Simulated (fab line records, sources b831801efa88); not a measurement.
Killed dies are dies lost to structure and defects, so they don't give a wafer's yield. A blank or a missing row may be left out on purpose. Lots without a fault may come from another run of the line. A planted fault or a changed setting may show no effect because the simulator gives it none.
fab line records | flow gf180mcu
record lots=5 wafers=15 last_day=34
route steps=602 shown SALICIDE@282 CONTACT@287 M1@315
lots that met no fault: from a run of the same line without faults
start_h: hours from the record's first day to the start of the lot's first wafer shown | wait_h: hours since the lot's step before | " the same as in the row above | L1.1+2: a row that stands for several wafers | - no value, or no start given | * or withheld: withheld | < > ~ a bound
route shown NAME@n: a module of which the file shows steps, and the number in the route of the first | usual: mean/standard deviation of fault-free wafers | same: alike in all rows | chamber/n: place in a boat | sites: the reading at each site | _std_site: their standard deviation | _edge_site: outer sites' mean less inner sites' | radius_mm: how far each site lies from the wafer's centre | mask NAME#n: copy n | behind: the tool/chamber that last shaped the wafer | hold: why the lot was held/for how many hours/how that ended | device: the transistor (n, p or np) that didn't switch | end of line: the same wafers' tests at the end of the route | a step without rows: its recipe alone | killed: dies lost to structure and defects at the first sort, not the wafer's yield | map: a wafer's dies, x killed, . not, _ none there
set.NAME: the setting as run; set.NAME@STEP: as run at that earlier step | model.NAME: the simulator's own value behind a step, which no gauge read
lots at some steps of the route; a table a step, a row a wafer
services: from which hour (start_h, from the record's first day; less than 0 if before it) a tool's chamber was out of use, for how many hours, and why
## steps
# step GF_SALICIDE_RS_MEAS_04
# recipe thk_meas_gauge=four-point-probe reads=TiN_of_SALICIDE_SPUTTER_03+Co_of_SALICIDE_SPUTTER_02
# usual SALICIDE_TIN_RS=16.34/0.25
# columns lot.wafer tool chamber start_h wait_h SALICIDE_TIN_RS[ohm/sq]
L077.4 film_metro-03 - 365.31 0.1 16.74
L077.5 " - " " 16.57
L077.6 " - " " 16.75
L078.2 film_metro-04 - 375.45 0.0 16.12
L078.4 " - " " 16.55
L078.6 " - " " 16.07
L079.2 film_metro-02 - 384.82 0.0 16.04
L079.3 " - " " 15.98
L079.4 " - " " 16.26
L085.4 film_metro-04 - 435.62 0.1 16.46
L085.5 " - " " 16.22
L085.6 " - " " 16.54
L095.2 film_metro-03 - 519.28 0.0 16.45
L095.3 " - " " 16.51
L095.5 " - " " 16.67
# step GF_SALICIDE_THK_MEAS_05
# recipe thk_meas_gauge=xrf reads=TiN_of_SALICIDE_SPUTTER_03
# usual SALICIDE_TIN_THK=20.01/0.21
# columns lot.wafer tool chamber start_h wait_h SALICIDE_TIN_THK[nm]
L077.4 film_metro-03 - 365.40 0.1 20.10
L077.5 " - " " 20.14
L077.6 " - " " 20.11
L078.2 film_metro-04 - 375.56 0.1 19.87
L078.4 " - " " 19.63
L078.6 " - " " 19.90
L079.2 film_metro-02 - 384.93 0.1 20.06
L079.3 " - " " 20.27
L079.4 " - " " 20.32
L085.4 film_metro-04 - 435.71 0.1 20.07
L085.5 " - " " 19.86
L085.6 " - " " 20.12
L095.2 film_metro-03 - 519.39 0.1 19.90
L095.3 " - " " 20.11
L095.5 " - " " 20.12
# step GF_SALICIDE_RTA_06
# recipe temp_c=530 time_s=30 ambient=N2
# usual lamp_power_pct=6.5/0.53 wafer_temp_C_max=532.1/0.45
# columns lot.wafer tool chamber start_h wait_h lamp_power_pct wafer_temp_C_max
L077.4 rtp_anneal-02 0 365.48 0.1 5.8 532.4
L077.5 " 0 " " 5.8 532.0
L077.6 " 0 " " 5.8 531.8
L078.2 rtp_anneal-01 0 375.62 0.1 6.9 532.4
L078.4 " 0 " " 6.9 532.0
L078.6 " 0 " " 6.9 531.3
L079.2 rtp_anneal-01 0 384.99 0.1 6.9 531.4
L079.3 " 0 " " 6.9 532.0
L079.4 " 0 " " 6.9 532.0
L085.4 rtp_anneal-01 0 435.79 0.1 6.9 531.1
L085.5 " 0 " " 6.9 532.2
L085.6 " 0 " " 6.9 531.6
L095.2 rtp_anneal-01 0 519.46 0.1 6.9 531.9
L095.3 " 0 " " 6.9 531.5
L095.5 " 0 " " 6.9 533.1
# step GF_SALICIDE_WET_ETCH_07
# recipe chemistry=SPM target_depth_nm=120 dry=n2_spin
# columns lot.wafer tool chamber start_h wait_h
L077.4+5+6 wet_bench-01 2 365.53 0.0
L078.2+4+6 wet_bench-01 1 375.71 0.1
L079.2+3+4 wet_bench-02 1 385.08 0.1
L085.4+5+6 wet_bench-01 2 435.84 0.0
L095.2+3+5 wet_bench-04 1 519.54 0.1
# step GF_SALICIDE_RTA_08
# recipe temp_c=800 time_s=30 ambient=N2
# usual lamp_power_pct=17.4/1.5 wafer_temp_C_max=803.3/0.71
# columns lot.wafer tool chamber start_h wait_h lamp_power_pct wafer_temp_C_max
L077.4 rtp_anneal-01 0 365.68 0.1 19.1 802.9
L077.5 " 0 " " 19.1 802.9
L077.6 " 0 " " 19.2 802.7
L078.2 rtp_anneal-02 0 375.82 0.0 16.2 803.3
L078.4 " 0 " " 16.1 803.0
L078.6 " 0 " " 16.1 804.1
L079.2 rtp_anneal-02 0 385.18 0.0 16.1 803.4
L079.3 " 0 " " 16.2 802.5
L079.4 " 0 " " 16.1 802.5
L085.4 rtp_anneal-02 0 435.98 0.1 16.1 804.9
L085.5 " 0 " " 16.1 804.3
L085.6 " 0 " " 16.2 804.0
L095.2 rtp_anneal-02 0 519.65 0.0 16.1 804.5
L095.3 " 0 " " 16.2 804.4
L095.5 " 0 " " 16.1 803.5
# step GF_CONTACT_CVD_00
# recipe material=SiO2 target_thk_nm=300 sigma_open_frac=0.3 temp_c=400 time_s=50 sih4_flow_sccm=60 pressure_mtorr=6
# columns lot.wafer tool chamber start_h wait_h
L077.4+5+6 hdpcvd-01 2,0,1 365.75 0.1
L078.2+4+6 hdpcvd-02 0 375.90 0.1
L079.2+3+4 hdpcvd-02 2,0,2 385.27 0.1
L085.4+5+6 hdpcvd-02 2,1,0 436.05 0.1
L095.2+3+5 hdpcvd-02 0,2,2 519.73 0.1
# step GF_CONTACT_THK_MEAS_01
# recipe reads=SiO2_of_CONTACT_CVD_00
# usual CONTACT_CVD_00_THK=301.2/2.6
# columns lot.wafer tool chamber start_h wait_h CONTACT_CVD_00_THK[nm]
L077.4 film_metro-01 - 365.80 0.0 303.5
L077.5 " - " " 304.7
L077.6 " - " " 302.1
L078.2 film_metro-04 - 375.98 0.1 299.4
L078.4 " - " " 296.6
L078.6 " - " " 299.7
L079.2 film_metro-02 - 385.34 0.1 299.6
L079.3 " - " " 297.5
L079.4 " - " " 302.5
L085.4 film_metro-04 - 436.10 0.0 304.4
L085.5 " - " " 305.0
L085.6 " - " " 305.9
L095.2 film_metro-01 - 519.79 0.0 301.9
L095.3 " - " " 297.2
L095.5 " - " " 295.9
# step GF_CONTACT_CVD_02
# recipe material=SiO2 target_thk_nm=860 precursor=TEOS temp_c=400 time_s=95.992 rf_w=600
# usual heater_power_w=676/81
# columns lot.wafer tool chamber start_h wait_h heater_power_w
L077.4 pecvd-03 0 365.87 0.1 869
L077.5 " 1 " " 631
L077.6 " 2 " " 712
L078.2 pecvd-01 0 376.03 0.0 734
L078.4 " 1 " " 616
L078.6 " 2 " " 737
L079.2 pecvd-02 1 385.39 0.0 501
L079.3 " 2 " " 703
L079.4 " 2 " " 728
L085.4 pecvd-02 2 436.17 0.1 592
L085.5 " 1 " " 533
L085.6 " 0 " " 783
L095.2 pecvd-01 0 519.84 0.0 708
L095.3 " 1 " " 589
L095.5 " 0 " " 731
# step GF_CONTACT_THK_MEAS_03
# recipe reads=SiO2_of_CONTACT_CVD_02
# usual CONTACT_CVD_02_THK=860/9.9
# columns lot.wafer tool chamber start_h wait_h CONTACT_CVD_02_THK[nm]
L077.4 film_metro-04 - 365.93 0.0 868
L077.5 " - " " 870
L077.6 " - " " 862
L078.2 film_metro-02 - 376.11 0.0 854
L078.4 " - " " 864
L078.6 " - " " 849
L079.2 film_metro-01 - 385.47 0.0 850
L079.3 " - " " 842
L079.4 " - " " 854
L085.4 film_metro-01 - 436.23 0.0 862
L085.5 " - " " 868
L085.6 " - " " 867
L095.2 film_metro-02 - 519.92 0.0 860
L095.3 " - " " 856
L095.5 " - " " 858
# step GF_CONTACT_CMP_04
# recipe material=SiO2 down_force_psi=4 platen_rpm=60 pad_velocity_m_s=0.94248
# usual motor_current_A=12.1/0.96 time_to_endpoint_s=111/5.2
# columns lot.wafer tool chamber start_h wait_h motor_current_A time_to_endpoint_s
L077.4 cmp-02 1 366.06 0.1 12.2 115
L077.6 " 3 " " 14.1 117
L077.5 " 0 " " 11.7 116
L078.4 cmp-01 0 376.48 0.3 12.0 117
L078.2 " 1 " " 11.6 115
L078.6 " 0 " " 11.3 112
L079.3 cmp-02 0 385.52 0.0 11.9 103
L079.2 " 1 " " 12.5 105
L079.4 " 2 " " 10.5 105
L085.4 cmp-02 1 436.36 0.1 12.4 110
L085.6 " 3 " " 12.8 114
L085.5 " 0 " " 12.3 113
L095.2 cmp-02 1 519.97 0.0 12.3 115
L095.3 " 0 " " 12.1 114
L095.5 " 2 " " 10.0 110
# step GF_CONTACT_BOW_MEAS_05
# recipe mode=bow
# usual CONTACT_BOW=66/7.6
# columns lot.wafer tool chamber start_h wait_h CONTACT_BOW[um]
L077.4 film_metro-01 - 366.32 0.2 73
L077.5 " - " " 85
L077.6 " - " " 63
L078.2 film_metro-04 - 376.75 0.2 71
L078.4 " - " " 63
L078.6 " - " " 82
L079.2 film_metro-04 - 385.84 0.2 67
L079.3 " - " " 69
L079.4 " - " " 63
L085.4 film_metro-04 - 436.62 0.2 64
L085.5 " - " " 70
L085.6 " - " " 78
L095.2 film_metro-01 - 520.29 0.3 62
L095.3 " - " " 69
L095.5 " - " " 87
# step GF_CONTACT_DEHYDRATE_06
# recipe temp_c=200 time_s=60
# columns lot.wafer tool chamber start_h wait_h
L077.4+5+6 litho_track-01 0 376.54 10.2
L078.2+4+6 litho_track-01 0 387.79 11.0
L079.2+3+4 litho_track-01 0 396.69 10.8
L085.4+5+6 litho_track-01 0 448.54 11.9
L095.2+3+5 litho_track-04 0 531.03 10.7
# step GF_CONTACT_HMDS_07
# recipe prime_time_s=60 prime_temp_c=120
# columns lot.wafer tool chamber start_h wait_h
L077.4+5+6 litho_track-01 0 376.69 0.1
L078.2+4+6 litho_track-01 0 387.94 0.1
L079.2+3+4 litho_track-01 0 396.84 0.1
L085.4+5+6 litho_track-01 0 448.69 0.1
L095.2+3+5 litho_track-04 0 531.18 0.1
# step GF_CONTACT_COAT_08
# recipe resist=BARC temp_c=withheld time_s=withheld spin_rpm=withheld resist_thk_nm=withheld
# columns lot.wafer tool chamber start_h wait_h
L077.4+5+6 litho_track-01 0 376.84 0.1
L078.2+4+6 litho_track-01 0 388.09 0.1
L079.2+3+4 litho_track-01 0 396.99 0.1
L085.4+5+6 litho_track-01 0 448.84 0.1
L095.2+3+5 litho_track-04 0 531.33 0.1
# step GF_CONTACT_COAT_09
# recipe resist=KrF spin_rpm=withheld resist_thk_nm=1000
# columns lot.wafer tool chamber start_h wait_h
L077.4+5+6 litho_track-01 0 - -
L078.2+4+6 litho_track-01 0 - -
L079.2+3+4 litho_track-01 0 - -
L085.4+5+6 litho_track-01 0 - -
L095.2+3+5 litho_track-04 0 - -
# step GF_CONTACT_SOFTBAKE_10
# recipe temp_c=130 time_s=60 resist=KrF
# columns lot.wafer tool chamber start_h wait_h
L077.4+5+6 litho_track-01 0 - -
L078.2+4+6 litho_track-01 0 - -
L079.2+3+4 litho_track-01 0 - -
L085.4+5+6 litho_track-01 0 - -
L095.2+3+5 litho_track-04 0 - -
# step GF_CONTACT_EXPOSE_11
# recipe mask_id=Contact target_cd_nm=220 na=0.68 source_shape=conventional sigma_outer=0.6 dose_mj=38
# same na=0.68
# columns lot.wafer tool chamber start_h wait_h mask
L077.4+5+6 krf_scanner-01 0 - - Contact#0
L078.2+4+6 krf_scanner-02 0 - - Contact#0
L079.2+3+4 krf_scanner-01 0 - - Contact#0
L085.4+5+6 krf_scanner-02 0 - - Contact#0
L095.2+3+5 krf_scanner-02 0 - - Contact#0
# step GF_CONTACT_PEB_12
# recipe peb_temp_c=135 peb_time_s=90 resist=KrF
# columns lot.wafer tool chamber start_h wait_h
L077.4+5+6 litho_track-01 0 - -
L078.2+4+6 litho_track-04 0 - -
L079.2+3+4 litho_track-04 0 - -
L085.4+5+6 litho_track-01 0 - -
L095.2+3+5 litho_track-04 0 - -
# step GF_CONTACT_DEVELOP_13
# recipe develop_time_s=60 resist=KrF dev_temp_c=21
# columns lot.wafer tool chamber start_h wait_h
L077.4+5+6 litho_track-01 0 388.79 0.1
L078.2+4+6 litho_track-04 0 399.63 0.2
L079.2+3+4 litho_track-04 0 409.08 0.2
L085.4+5+6 litho_track-01 0 460.89 0.1
L095.2+3+5 litho_track-04 0 543.43 0.2
# step GF_CONTACT_CD_MEAS_14
# recipe target_cd_nm=220
# usual cd_nm=220.2/1.4
# columns lot.wafer tool chamber start_h wait_h cd_nm
L077.4 cd_sem-02 - 388.92 0.1 222.1
L077.5 " - " " 220.8
L077.6 " - " " 221.9
L078.2 cd_sem-02 - 399.78 0.1 220.8
L078.4 " - " " 222.6
L078.6 " - " " 222.1
L079.2 cd_sem-02 - 409.23 0.1 219.4
L079.3 " - " " 220.3
L079.4 " - " " 220.8
L085.4 cd_sem-01 - 461.02 0.1 220.2
L085.5 " - " " 218.8
L085.6 " - " " 218.5
L095.2 cd_sem-01 - 543.58 0.1 221.7
L095.3 " - " " 223.3
L095.5 " - " " 221.8
# step GF_CONTACT_OVL_MEAS_15
# usual CONTACT_OVL=1/5.4
# columns lot.wafer tool chamber start_h wait_h CONTACT_OVL[nm]
L077.4 overlay-02 - 389.00 0.1 6
L077.5 " - " " 5
L077.6 " - " " 5
L078.2 overlay-01 - 399.88 0.1 1
L078.4 " - " " -1
L078.6 " - " " -2
L079.2 overlay-01 - 409.33 0.1 -4
L079.3 " - " " 2
L079.4 " - " " -1
L085.4 overlay-02 - 461.10 0.1 9
L085.5 " - " " 11
L085.6 " - " " 7
L095.2 overlay-01 - 543.68 0.1 3
L095.3 " - " " 7
L095.5 " - " " 6
# step GF_CONTACT_ETCH_16
# recipe chemistry=N2/H2 target_depth_a=withheld overetch_a=withheld time_s=withheld target=BARC ion_energy_ev=200 source_w=500 bias_w=100 pressure_mtorr=30 n2_flow_sccm=100 h2_flow_sccm=200
# usual drypump_motor_current_A=5.7/0.38 oes_product_au=0.856/0.0042 throttle_valve_pct=13.224/0.0098
# columns lot.wafer tool chamber start_h wait_h drypump_motor_current_A oes_product_au throttle_valve_pct
L077.4 rie_diel-03 3 389.02 0.0 5.0 0.864 13.218
L077.5 " 3 " " 5.0 0.856 13.213
L077.6 " 0 " " 5.8 0.866 13.222
L078.2 rie_diel-03 2 399.91 0.0 6.5 0.851 13.232
L078.4 " 1 " " 6.1 0.856 13.216
L078.6 " 1 " " 6.1 0.853 13.225
L079.2 rie_diel-03 2 409.36 0.0 6.5 0.855 13.226
L079.3 " 3 " " 5.0 0.860 13.214
L079.4 " 0 " " 5.7 0.859 13.216
L085.4 rie_diel-03 1 461.14 0.0 6.1 0.854 13.256
L085.5 " 0 " " 5.8 0.852 13.234
L085.6 " 2 " " 6.4 0.857 13.232
L095.2 rie_diel-01 1 543.71 0.0 5.8 0.842 13.201
L095.3 " 3 " " 6.0 0.850 13.211
L095.5 " 1 " " 5.8 0.853 13.228
# step GF_CONTACT_ETCH_17
# recipe chemistry=C4F8/O2/Ar mask_material=KrF target=SiO2 stop_on=CoSi2 source_w=1500 bias_w=1200 pressure_mtorr=40 c4f8_flow_sccm=withheld O2_flow_sccm=6 Ar_flow_sccm=300 time_s=withheld target_depth_a=8600
# usual oes_product_au=0.816/0.0047
# columns lot.wafer tool chamber start_h wait_h oes_product_au
L077.4 rie_diel-03 3 - - 0.819
L077.5 " 3 " " 0.824
L077.6 " 0 " " 0.818
L078.2 rie_diel-03 2 - - 0.818
L078.4 " 1 " " 0.804
L078.6 " 1 " " 0.811
L079.2 rie_diel-03 2 - - 0.811
L079.3 " 3 " " 0.820
L079.4 " 0 " " 0.814
L085.4 rie_diel-03 1 - - 0.827
L085.5 " 0 " " 0.813
L085.6 " 2 " " 0.817
L095.2 rie_diel-01 1 - - 0.815
L095.3 " 3 " " 0.808
L095.5 " 1 " " 0.818
# step GF_CONTACT_STRIP_18
# recipe chemistry=O2/N2 power_w=1400 pressure_mtorr=1500 platen_temp_c=250 o2_flow_sccm=3000 n2_flow_sccm=300 overash_fraction=0.5
# usual drypump_motor_current_A=5.65/0.27 heater_power_w=347/25 oes_product_au=0.580/0.0052 platen_temp_c=250.02/0.17
# columns lot.wafer tool chamber start_h wait_h drypump_motor_current_A heater_power_w oes_product_au platen_temp_c rf_hours_counter_h
L077.4 plasma_asher-01 0 389.21 - 5.97 317 0.583 249.94 -
L077.5 " 0 " " 5.95 305 0.575 250.13 -
L077.6 " 1 " " 5.67 357 0.585 249.99 -
L078.2 plasma_asher-03 1 400.08 - 5.35 339 0.583 249.89 56
L078.4 " 0 " " 5.76 322 0.593 250.00 -
L078.6 " 0 " " 5.75 327 0.585 250.04 -
L079.2 plasma_asher-01 0 409.53 - 5.95 311 0.582 249.95 79
L079.3 " 0 " " 5.96 314 0.580 249.96 -
L079.4 " 1 " " 5.66 360 0.587 249.97 -
L085.4 plasma_asher-04 1 461.31 - 5.24 374 0.585 250.21 -
L085.5 " 1 " " 5.22 374 0.577 250.26 -
L085.6 " 0 " " 5.98 392 0.577 249.81 -
L095.2 plasma_asher-03 1 543.88 - 5.37 337 0.575 250.02 71
L095.3 " 1 " " 5.36 339 0.582 250.08 -
L095.5 " 0 " " 5.74 333 0.577 249.99 -
# step GF_CONTACT_CLEAN_19
# recipe chemistry=SPM
# columns lot.wafer tool chamber start_h wait_h
L077.4+5+6 wet_bench-04 3 389.28 0.0
L078.2+4+6 wet_bench-03 3 400.18 0.1
L079.2+3+4 wet_bench-01 2 409.63 0.1
L085.4+5+6 wet_bench-01 3 461.38 0.0
L095.2+3+5 wet_bench-04 3 543.98 0.1
# step GF_CONTACT_CLEAN_20
# recipe chemistry=DIW
# columns lot.wafer tool chamber start_h wait_h
L077.4+5+6 wet_bench-01 2 389.37 0.0
L078.2+4+6 wet_bench-04 2 400.28 0.0
L079.2+3+4 wet_bench-03 2 409.72 0.0
L085.4+5+6 wet_bench-04 0 461.47 0.0
L095.2+3+5 wet_bench-01 2 544.07 0.0
# step GF_CONTACT_CLEAN_21
# recipe chemistry=dHF time_s=20 dilution=100:1 dry=ipa_marangoni
# columns lot.wafer tool chamber start_h wait_h
L077.4+5+6 wet_bench-03 2 389.46 0.0
L078.2+4+6 wet_bench-01 0 400.46 0.0
L079.2+3+4 wet_bench-01 3 409.82 0.0
L085.4+5+6 wet_bench-03 2 461.56 0.0
L095.2+3+5 wet_bench-03 3 544.16 0.0
# step GF_CONTACT_SPUTTER_22
# recipe material=Ti target_thk_nm=15 chamber_pressure_pa=5 power_w=2500 substrate_temp_c=200 time_s=80.02
# usual chamber_pressure_pa=4.999/0.01 throttle_valve_pct=29.8/1.1
# columns lot.wafer tool chamber start_h wait_h chamber_pressure_pa throttle_valve_pct
L077.4 pvd_sputter-03 - 389.48 0.0 5.004 27.6
L077.5 " - " " 4.993 27.7
L077.6 " - " " 4.998 29.9
L078.2 pvd_sputter-04 - 400.47 0.0 5.017 30.7
L078.4 " - " " 4.998 30.3
L078.6 " - " " 5.022 30.7
L079.2 pvd_sputter-04 - 409.83 0.0 4.995 30.1
L079.3 " - " " 5.012 30.5
L079.4 " - " " 4.981 30.4
L085.4 pvd_sputter-02 - 461.58 0.0 5.023 28.9
L085.5 " - " " 4.990 30.8
L085.6 " - " " 4.993 28.9
L095.2 pvd_sputter-03 - 544.17 0.0 5.004 31.4
L095.3 " - " " 5.012 27.7
L095.5 " - " " 4.986 30.1
# step GF_CONTACT_SPUTTER_23
# recipe material=TiN target_thk_nm=10 chamber_pressure_pa=5 power_w=4000 time_s=40
# usual chamber_pressure_pa=5.001/0.0098 throttle_valve_pct=29.8/1.1
# columns lot.wafer tool chamber start_h wait_h chamber_pressure_pa throttle_valve_pct
L077.4 pvd_sputter-03 - 389.54 0.0 5.009 27.7
L077.5 " - " " 4.996 27.5
L077.6 " - " " 5.012 30.0
L078.2 pvd_sputter-04 - 400.54 0.0 4.993 30.6
L078.4 " - " " 5.013 30.9
L078.6 " - " " 5.010 30.3
L079.2 pvd_sputter-04 - 409.89 0.0 5.008 29.8
L079.3 " - " " 4.984 30.8
L079.4 " - " " 4.986 30.6
L085.4 pvd_sputter-02 - 461.64 0.0 4.995 28.7
L085.5 " - " " 5.009 30.9
L085.6 " - " " 5.016 28.8
L095.2 pvd_sputter-03 - 544.23 0.0 5.001 31.3
L095.3 " - " " 4.999 27.6
L095.5 " - " " 4.995 30.2
# step GF_CONTACT_CVD_24
# recipe material=W target_thk_nm=300 time_s=90.339 temp_c=400 pressure_torr=40
# usual heater_power_w=840/160
# columns lot.wafer tool chamber start_h wait_h heater_power_w
L077.4 cvd_w-02 0 389.61 0.1 1077
L077.5 " 1 " " 741
L077.6 " 0 " " 1103
L078.2 cvd_w-02 1 400.57 0.0 724
L078.4 " 1 " " 729
L078.6 " 0 " " 1091
L079.2 cvd_w-02 1 409.93 0.0 743
L079.3 " 0 " " 1122
L079.4 " 1 " " 740
L085.4 cvd_w-02 0 461.71 0.1 1094
L085.5 " 1 " " 751
L085.6 " 0 " " 1075
L095.2 cvd_w-02 0 544.27 0.0 1102
L095.3 " 0 " " 1117
L095.5 " 1 " " 757
# step GF_CONTACT_RS_MEAS_25
# recipe thk_meas_gauge=four-point-probe reads=W_of_CONTACT_CVD_24+TiN_of_CONTACT_SPUTTER_23+Ti_of_CONTACT_SPUTTER_22
# usual CONTACT_W_RS=0.379/0.0092
# columns lot.wafer tool chamber start_h wait_h CONTACT_W_RS[ohm/sq]
L077.4 film_metro-02 - 389.74 0.1 0.386
L077.5 " - " " 0.368
L077.6 " - " " 0.386
L078.2 film_metro-04 - 400.70 0.1 0.370
L078.4 " - " " 0.368
L078.6 " - " " 0.387
L079.2 film_metro-04 - 410.05 0.1 0.368
L079.3 " - " " 0.392
L079.4 " - " " 0.364
L085.4 film_metro-01 - 461.84 0.1 0.377
L085.5 " - " " 0.363
L085.6 " - " " 0.385
L095.2 film_metro-04 - 544.39 0.1 0.395
L095.3 " - " " 0.391
L095.5 " - " " 0.369
# step GF_CONTACT_THK_MEAS_26
# recipe thk_meas_gauge=xrf reads=W_of_CONTACT_CVD_24
# usual CONTACT_W_THK=307/7.6
# columns lot.wafer tool chamber start_h wait_h CONTACT_W_THK[nm]
L077.4 film_metro-02 - 389.83 0.1 304
L077.5 " - " " 320
L077.6 " - " " 304
L078.2 film_metro-04 - 400.81 0.1 317
L078.4 " - " " 319
L078.6 " - " " 302
L079.2 film_metro-04 - 410.16 0.1 316
L079.3 " - " " 297
L079.4 " - " " 319
L085.4 film_metro-01 - 461.93 0.1 303
L085.5 " - " " 315
L085.6 " - " " 298
L095.2 film_metro-04 - 544.50 0.1 297
L095.3 " - " " 299
L095.5 " - " " 318
# step GF_CONTACT_CMP_27
# recipe stop_on=SiO2 down_force_psi=3.5 platen_rpm=60 t_overpolish_s=15 target_thk_nm=0 pad_velocity_m_s=0.94248
# usual motor_current_A=11.1/0.82 overpolish_run_s=15.002/0.0087 time_to_endpoint_s=74/3.2
# columns lot.wafer tool chamber start_h wait_h motor_current_A overpolish_run_s time_to_endpoint_s
L077.4 cmp-01 3 389.91 0.1 10.7 15.005 74
L077.6 " 2 " " 12.7 15.018 74
L077.5 " 3 " " 11.3 15.004 81
L078.4 cmp-02 1 400.86 0.0 11.7 15.001 79
L078.2 " 2 " " 8.8 15.007 76
L078.6 " 1 " " 11.3 15.020 70
L079.4 cmp-01 3 410.21 0.0 11.1 14.996 76
L079.2 " 0 " " 10.8 15.002 76
L079.3 " 2 " " 12.0 15.024 70
L085.4 cmp-02 0 462.01 0.1 11.5 15.008 74
L085.6 " 3 " " 11.7 14.998 76
L085.5 " 0 " " 10.9 15.000 78
L095.2 cmp-01 3 544.55 0.0 11.1 14.993 68
L095.3 " 1 " " 10.3 15.004 67
L095.5 " 3 " " 11.7 14.989 77
# step GF_M1_SPUTTER_00
# recipe material=Ti target_thk_nm=37.5 arriving_ion_energy_ev=80 substrate_temp_c=200 chamber_pressure_pa=2 power_w=4000 time_s=150
# usual chamber_pressure_pa=2.000/0.0042 throttle_valve_pct=29.8/1
# columns lot.wafer tool chamber start_h wait_h chamber_pressure_pa throttle_valve_pct
L077.4 pvd_sputter-02 - 390.21 0.2 2.012 29.4
L077.5 " - " " 1.999 28.9
L077.6 " - " " 1.997 30.6
L078.2 pvd_sputter-02 - 401.16 0.2 1.997 30.4
L078.4 " - " " 1.998 29.9
L078.6 " - " " 1.999 30.6
L079.2 pvd_sputter-02 - 410.51 0.2 1.996 29.4
L079.3 " - " " 1.997 30.7
L079.4 " - " " 1.999 29.9
L085.4 pvd_sputter-01 - 462.26 0.2 2.011 30.8
L085.5 " - " " 2.001 31.0
L085.6 " - " " 1.997 30.0
L095.2 pvd_sputter-01 - 544.85 0.2 2.005 30.4
L095.3 " - " " 1.996 28.2
L095.5 " - " " 1.995 29.9
# step GF_M1_SPUTTER_01
# recipe material=TiN target_thk_nm=30 power_w=6500 time_s=25 chamber_pressure_pa=0.4
# usual chamber_pressure_pa=0.4001/0.00076 throttle_valve_pct=29.8/1
# columns lot.wafer tool chamber start_h wait_h chamber_pressure_pa throttle_valve_pct
L077.4 pvd_sputter-02 - 390.27 0.0 0.3998 29.2
L077.5 " - " " 0.3998 28.9
L077.6 " - " " 0.4008 30.9
L078.2 pvd_sputter-02 - 401.26 0.1 0.3999 30.8
L078.4 " - " " 0.3999 30.2
L078.6 " - " " 0.4003 30.7
L079.2 pvd_sputter-02 - 410.61 0.1 0.3994 29.3
L079.3 " - " " 0.3993 31.0
L079.4 " - " " 0.3991 29.8
L085.4 pvd_sputter-01 - 462.36 0.1 0.4000 30.7
L085.5 " - " " 0.4007 30.8
L085.6 " - " " 0.4005 30.2
L095.2 pvd_sputter-01 - 544.95 0.1 0.4004 30.8
L095.3 " - " " 0.4004 28.3
L095.5 " - " " 0.3992 30.2
# step GF_M1_SPUTTER_02
# recipe material=AlCu target_thk_nm=450 power_w=10600 time_s=23.9 chamber_pressure_pa=0.4
# usual chamber_pressure_pa=0.4000/0.00078 throttle_valve_pct=29.8/1
# columns lot.wafer tool chamber start_h wait_h chamber_pressure_pa throttle_valve_pct
L077.4 pvd_sputter-02 - 390.30 0.0 0.4001 29.4
L077.5 " - " " 0.3997 28.7
L077.6 " - " " 0.4004 30.9
L078.2 pvd_sputter-02 - 401.29 0.0 0.3997 30.9
L078.4 " - " " 0.3991 29.9
L078.6 " - " " 0.3989 30.8
L079.2 pvd_sputter-02 - 410.64 0.0 0.3997 29.4
L079.3 " - " " 0.3999 30.9
L079.4 " - " " 0.3994 29.8
L085.4 pvd_sputter-01 - 462.39 0.0 0.4004 31.0
L085.5 " - " " 0.4002 30.6
L085.6 " - " " 0.4004 30.2
L095.2 pvd_sputter-01 - 544.98 0.0 0.4004 30.8
L095.3 " - " " 0.4013 28.4
L095.5 " - " " 0.4004 30.2
# step GF_M1_SPUTTER_03
# recipe material=Ti target_thk_nm=10 substrate_temp_c=300 chamber_pressure_pa=0.3 power_w=3000 time_s=6.7
# usual chamber_pressure_pa=0.3001/0.00062 throttle_valve_pct=29.8/1
# columns lot.wafer tool chamber start_h wait_h chamber_pressure_pa throttle_valve_pct
L077.4 pvd_sputter-02 - 390.33 0.0 0.3009 29.4
L077.5 " - " " 0.3016 29.0
L077.6 " - " " 0.2996 30.9
L078.2 pvd_sputter-02 - 401.32 0.0 0.3016 30.9
L078.4 " - " " 0.2995 29.9
L078.6 " - " " 0.3000 30.9
L079.2 pvd_sputter-02 - 410.67 0.0 0.2993 29.1
L079.3 " - " " 0.3005 30.6
L079.4 " - " " 0.3003 30.0
L085.4 pvd_sputter-01 - 462.42 0.0 0.2989 30.8
L085.5 " - " " 0.3002 30.6
L085.6 " - " " 0.3001 30.5
L095.2 pvd_sputter-01 - 545.01 0.0 0.3012 30.9
L095.3 " - " " 0.3002 28.4
L095.5 " - " " 0.3001 30.0
# step GF_M1_SPUTTER_04
# recipe material=TiN target_thk_nm=50 power_w=6500 time_s=41.7 chamber_pressure_pa=0.4
# usual chamber_pressure_pa=0.3999/0.0009 throttle_valve_pct=29.8/1
# columns lot.wafer tool chamber start_h wait_h chamber_pressure_pa throttle_valve_pct
L077.4 pvd_sputter-02 - 390.36 0.0 0.3989 29.5
L077.5 " - " " 0.4001 28.9
L077.6 " - " " 0.4002 30.7
L078.2 pvd_sputter-02 - 401.34 0.0 0.3995 30.6
L078.4 " - " " 0.4004 30.2
L078.6 " - " " 0.3983 30.8
L079.2 pvd_sputter-02 - 410.69 0.0 0.3996 29.1
L079.3 " - " " 0.3991 30.7
L079.4 " - " " 0.3997 30.1
L085.4 pvd_sputter-01 - 462.44 0.0 0.3994 31.0
L085.5 " - " " 0.3994 30.9
L085.6 " - " " 0.4009 30.2
L095.2 pvd_sputter-01 - 545.03 0.0 0.4010 30.7
L095.3 " - " " 0.3986 28.4
L095.5 " - " " 0.4003 30.2
## services
# columns tool chamber start_h hours kind
cmp-01 - 341.51 4.7 pm
pvd_sputter-01 - 351.33 3.6 repair
krf_scanner-02 - 361.42 1.0 pm
hdpcvd-02 1 373.54 21.5 repair
cmp-02 - 375.94 7.0 pm
krf_scanner-02 - 378.13 0.8 pm
cmp-02 - 387.34 6.1 pm
rie_diel-03 - 401.67 1.0 repair
cmp-01 - 404.00 4.0 pm
rtp_anneal-02 - 407.21 4.0 pm
krf_scanner-02 - 411.66 4.5 repair
cmp-02 - 414.46 1.9 repair
krf_scanner-02 - 419.09 0.5 repair
cmp-01 - 422.42 1.6 repair
krf_scanner-02 - 432.68 0.2 repair
pvd_sputter-04 - 440.78 1.9 repair
rie_diel-03 2 441.77 3.4 repair
krf_scanner-02 - 445.48 1.3 pm
pvd_sputter-02 - 511.06 2.5 repair
cmp-01 - 516.02 5.0 repair
pvd_sputter-01 - 528.52 4.2 repair
cmp-01 - 529.64 1.5 repair
cvd_w-02 - 530.55 0.7 repair
cmp-02 - 535.81 1.7 repair
## key
fault none
